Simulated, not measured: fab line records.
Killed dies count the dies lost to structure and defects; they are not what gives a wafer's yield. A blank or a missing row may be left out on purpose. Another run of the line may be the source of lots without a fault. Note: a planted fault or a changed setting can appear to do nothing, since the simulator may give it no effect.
Chamber matching ; flow gf180mcu ; GF_PASSIVATION_CVD_02 on pecvd-01 has 3 sister chambers
The step deposits Si3N4, target thk 700 nm, time 486.18 s. 6 wafers are shown with their chamber, then 8 later ones without.

== WAFERS WITH THEIR CHAMBER ==
wafer;chamber;heater-power-w (W);heater-power-outer-w (W)
L090.2;0;630;391
L090.5;1;646;387
L091.1;1;626;385
L091.2;2;644;345
L091.6;0;616;394
L094.3;2;740;410

== WAFERS WITH NO CHAMBER GIVEN ==
wafer;heater-power-w (W);heater-power-outer-w (W)
L094.4;608;381
L094.6;590;334
L095.2;647;405
L095.5;685;438
L095.6;727;419
L096.1;541;296
L096.3;637;399
L096.5;570;329

== THE CHAMBER EACH PASSED THROUGH ==
wafer;from the rows above;in truth
L094.4;can't be placed: 0 or 1 or 2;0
L094.6;can't be placed: 1 or 0 or 2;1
L095.2;can't be placed: 0 or 1 or 2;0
L095.5;can't be placed: 2 or 0 or 1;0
L095.6;can't be placed: 2 or 1 or 0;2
L096.1;can't be placed: 1 or 0 or 2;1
L096.3;can't be placed: 0 or 1 or 2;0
L096.5;can't be placed: 1 or 0 or 2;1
Correctly placed: 0 of 8. From these rows, 8 cannot be placed; in 8 the true chamber is one of the candidates. Wrongly placed: 0.
How it was worked out, from the rows above alone: a wafer's distance from a chamber is the root of the sum, over the readings, of the square of ((its reading less the chamber's mean) divided by the reading's scatter). If the next closest chamber is less than 2 further off than the closest, the wafer can't be placed; otherwise it belongs to the closest. Each chamber's mean is taken over the wafers shown for it. The scatter: take each reading less its chamber's mean, square it, sum over the shown wafers, divide by the number of wafers less the number of chambers, and take the root.
